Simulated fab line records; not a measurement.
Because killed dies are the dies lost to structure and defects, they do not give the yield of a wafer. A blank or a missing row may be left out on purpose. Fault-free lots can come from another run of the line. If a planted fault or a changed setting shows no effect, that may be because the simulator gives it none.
The tool behind it: which one?    flow gf180mcu    6 lots, 18 wafers sampled, at 4 steps of a route of 602

== WHAT EACH GAUGE READ, for each wafer ==
GF_M1_CD_MEAS_14 targets a cd of 230 nm.
lot   measured      on         cd-nm (nm)
L171  day 17 05:10  cd-sem-02  228.8 226.7 229.1
L176  day 19 04:23  cd-sem-01  233.2 232.2 232.7
L178  day 20 06:04  cd-sem-02  229.6 230.1 229.8
L182  day 22 16:56  cd-sem-01  231.1 229.8 186.7 231.1 230.3 186.1
L189  day 23 22:40  cd-sem-01  230.1 230.4 230.4
L191  day 24 12:38  cd-sem-01  229.0 228.3 229.0

== WHICH TOOL RAN EACH LOT (tool, then ch and the chambers of the sampled wafers, then the start) ==
lot   GF_CONTACT_CMP_04              GF_M1_SPUTTER_02              GF_M1_EXPOSE_11
L171  cmp-02 ch 0,2,3, day 15 07:07  pvd-sputter-04, day 16 07:04  krf-scanner-02 ch 0, day 16 18:11
L176  cmp-01 ch 0,1,3, day 17 02:50  pvd-sputter-03, day 18 04:50  krf-scanner-01 ch 0, day 18 16:35
L178  cmp-01 ch 1,2,3, day 18 04:10  pvd-sputter-03, day 19 05:18  krf-scanner-01 ch 0, day 19 17:56
L182  cmp-01 ch 0,2,3, day 20 15:11  pvd-sputter-03, day 21 17:12  krf-scanner-02 ch 0, day 22 04:49
L189  cmp-02 ch 0,2,3, day 21 22:50  pvd-sputter-03, day 22 23:40  krf-scanner-01 ch 0, day 23 11:25
L191  cmp-02 ch 0,1,3, day 22 13:14  pvd-sputter-04, day 23 14:46  krf-scanner-01 ch 0, day 24 01:31
- GF_CONTACT_CMP_04: polishes SiO2.
- GF_M1_SPUTTER_02: material AlCu, target thk 450 nm, time 23.9 s.
- GF_M1_EXPOSE_11: exposes mask Metal1, target cd 230 nm.

== THE ANSWER, worked out from the rows above alone ==
Rule: what is usual is taken from the lots themselves. Put in order of their means at a reading, lots are off if they are a third of the lots or fewer, leave a main group of 4 or more, and stand apart from it by a gap of 3 or more times the standard deviation of the main group's means; of several such gaps the widest counts. A main group whose means are all the same, to the digits that the tables above print for the reading, isn't used. A lot without any number at a reading at which 4 lots or more have one is off too. Where the step has rows for the other lots, those lots are counted as sound.
Off: L182, at GF_M1_CD_MEAS_14 (cd-nm). Main group: mean 230.0 nm, sd 1.6.
A tool fits if, at a process step before that reading, it ran every lot that is off, and no sound lot after the first of them. Those tools and the gauges at GF_M1_CD_MEAS_14 are tried in the same way. This does not decide it: 2 tools fit, namely cmp-01 at GF_CONTACT_CMP_04 and krf-scanner-02 at GF_M1_EXPOSE_11.

== WHAT THE SIMULATOR HAD INSERTED ==
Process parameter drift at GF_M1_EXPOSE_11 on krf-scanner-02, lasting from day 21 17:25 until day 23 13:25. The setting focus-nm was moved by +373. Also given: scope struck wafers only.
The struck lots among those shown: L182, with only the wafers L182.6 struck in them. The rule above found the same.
